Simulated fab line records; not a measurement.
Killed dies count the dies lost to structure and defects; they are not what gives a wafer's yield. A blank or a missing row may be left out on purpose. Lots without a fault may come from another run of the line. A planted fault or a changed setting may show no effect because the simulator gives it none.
One fault through the eyes of 2 desks ; flow sky130 ; every desk sees just its own numbers, and what lay behind them comes last

METROLOGY DESK
Means of the sampled wafers that have a number, per lot and without regard to the tool the lot ran on: this is what the gauges read. A lot is out of limits, marked OUT, if its mean lies more than 4 standard deviations from the usual mean; the brackets give that distance.
Columns: A = NWELL_2_TW at SKY_NWELL_TW_MEAS_26, usual 499.6; B = GATE_OXIDE_OVL at SKY_GATE_OXIDE_OVL_MEAS_10, usual -0.4 nm; C = LDD_HVN_OVL at SKY_LDD_HVN_OVL_MEAS_07, usual -1.1 nm
lot;first seen here;A;B;C
L140;day 5 21:11;495.6;0.2;-0.4
L144;day 6 13:57;496.7;-0.4;-1.8
L145;day 6 23:19;501.9;-1.3;-2.1
L146;day 7 02:32;501.1;-1.8;-1.5
L147;day 7 08:41;502.8;-1.8;1.9
L148;day 7 16:59;500.4;-2.0;-0.3
L149;day 7 17:48;516.2 (+5.9) OUT;0.0;-0.6
L151;day 8 05:06;515.8 (+5.8) OUT;1.4;-0.3
L159;day 10 05:42;502.8;0.2;0.0
L161;day 11 02:35;502.8;-1.3;-1.8
L162;day 11 04:48;497.8;-4.2;-1.8
L163;day 11 09:13;501.5;1.2;-1.8
This desk's finding: out of limits on L149, L151; first on L149, day 7 17:48 (NWELL_2_TW at SKY_NWELL_TW_MEAS_26). L140, L144, L145, L146, L147, L148, L159, L161, L162, L163: within limits.

AT THE TOOL OWNER'S DESK: implanter-04
SKY_NWELL_IMPLANT_24, tool's own readings: per-lot mean of the sampled wafers with a number, covering each lot this tool ran. A lot is out of limits, marked OUT, if its mean lies more than 4 standard deviations from the usual mean; the brackets give that distance.
Columns: A = beam on s at SKY_NWELL_IMPLANT_24, usual 10.00 s; B = dose ions cm2 at SKY_NWELL_IMPLANT_24, usual 9.198e+12; C = faraday current uA at SKY_NWELL_IMPLANT_24, usual 51.9
lot;first seen here;A;B;C
L144;day 6 13:43;10.06;9.178e+12;51.4
L147;day 7 08:26;9.89;9.204e+12;52.5
L148;day 7 16:44;10.04;9.182e+12;51.8
L149;day 7 17:34;10.13;1.041e+13 (+99 or more) OUT;58.2 (+5.7) OUT
L151;day 8 04:53;10.08;1.043e+13 (+99 or more) OUT;58.4 (+5.9) OUT
This desk's finding: out of limits on L149, L151; first on L149, day 7 17:34 (dose ions cm2 at SKY_NWELL_IMPLANT_24). L144, L147, L148: within limits.

ALL TOGETHER
The tool owner's desk had the chance to raise an alarm at day 7 17:34 on L149, L151.
The metrology desk could have raised an alarm at day 7 17:48, on L149, L151.
Every lot named ran SKY_NWELL_IMPLANT_24 on implanter-04.

WHAT THE SIMULATOR PUT IN
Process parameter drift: implanter-04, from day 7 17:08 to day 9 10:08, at SKY_NWELL_IMPLANT_24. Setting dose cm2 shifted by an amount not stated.
Lots struck among those shown: L149, L151.
Counting hours from when the fault started, the first reading out of limits came at 0 for the tool owner's desk and at 1 for the metrology desk.
